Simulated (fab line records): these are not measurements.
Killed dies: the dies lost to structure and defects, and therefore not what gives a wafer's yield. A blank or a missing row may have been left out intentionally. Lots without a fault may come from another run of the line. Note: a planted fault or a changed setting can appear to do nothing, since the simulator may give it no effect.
A struck lot beside a sound one | flow sky130 | 16 steps out of a route of 708
Sound: wafers L563.3, L563.5, L563.6. Struck: wafer L569.1; the same lot's L569.3 was not struck, so it is left out; see the end for the cause.
For every step that has rows: the tool of each side, followed by ch and its chambers, followed by its first start. Under that, the readings that differ: sound wafers | struck wafers | difference of the means | sigmas: that difference in standard deviations of wafers without a fault.
alike: same words and numbers on both sides, and readings whose means sit less than 2 such deviations apart. not compared: any withheld reading, any reading some wafer has no value for, any bound like >300 that may hide the same value, and any number with overlapping values for which the record gives no deviation.
A row with sigmas, a row that says differs or no value, or rows on one side alone: a step with any of these is where the two part. Numbers that have no deviation but don't overlap get no sigmas and don't part them. A reading that every wafer of one side lacks parts them only if that side has two wafers or more.

first, 2 steps without rows for these wafers: SKY_VT_ADJUST_PCH_PEB_05; SKY_VT_ADJUST_PCH_DEVELOP_06 (develop time 60 s).
SKY_VT_ADJUST_PCH_OVL_MEAS_07:
  sound on overlay-02, day 12 16:18; struck on overlay-01, day 14 10:05
  alike: VT_ADJUST_PCH_OVL
following that, these wafers have no rows for 1 step: SKY_VT_ADJUST_PCH_IMPLANT_08.
SKY_VT_ADJUST_PCH_STRIP_09: strips in O2/N2.
  sound on plasmaAsher-03 ch 0,1, day 12 16:31; struck on plasmaAsher-04 ch 1, day 14 10:17
reading             | sound             | struck | difference                   | sigmas
oesProductAu (a.u.) | 0.717 0.727 0.718 | 0.729  | +0.008                       | +2
rfHoursCounterH (h) | - - -             | 66     | no value on the sound wafers | 
  alike: drypumpMotorCurrentA, stripTimeToEndpointS
SKY_VT_ADJUST_PCH_TW_MEAS_10:
  sound on filmMetro-02, day 12 16:35; struck on filmMetro-04, day 14 10:23
  alike: VT_ADJUST_PCH_TW
then, 6 steps without rows for these wafers: SKY_SONOS_TUNNEL_DEHYDRATE_00 (time 60 s); SKY_SONOS_TUNNEL_HMDS_01 (prime time 60 s); SKY_SONOS_TUNNEL_COAT_02 (resist thk 1140 nm); SKY_SONOS_TUNNEL_SOFTBAKE_03 (time 60 s); SKY_SONOS_TUNNEL_EXPOSE_04 (exposes mask TUNM, target cd 410 nm); SKY_SONOS_TUNNEL_PEB_05.
SKY_SONOS_TUNNEL_DEVELOP_06: develop time 60 s.
  sound on lithoTrack-04 ch 0, day 13 17:32; struck on lithoTrack-04 ch 0, day 15 12:53
  alike: chillPlateTempC
SKY_SONOS_TUNNEL_CD_MEAS_07: target cd 410 nm.
  sound on cdSem-01, day 13 17:40; struck on cdSem-02, day 15 13:02
reading   | sound             | struck | difference | sigmas
cdNm (nm) | 408.5 411.0 409.2 | 398.6  | -11.0      | -5
SKY_SONOS_TUNNEL_OVL_MEAS_08:
  sound on overlay-02, day 13 17:46; struck on overlay-01, day 15 13:09
  alike: SONOS_TUNNEL_OVL
SKY_PAD_OPEN_PROBE_99:
  rows exist in the record for the sound wafers here (prober-01, day 47 17:09), none for the struck ones

## WHERE THEY PART
Earliest at SKY_VT_ADJUST_PCH_STRIP_09; latest, in this record, at SKY_PAD_OPEN_PROBE_99.

WHY: what the simulator had put in
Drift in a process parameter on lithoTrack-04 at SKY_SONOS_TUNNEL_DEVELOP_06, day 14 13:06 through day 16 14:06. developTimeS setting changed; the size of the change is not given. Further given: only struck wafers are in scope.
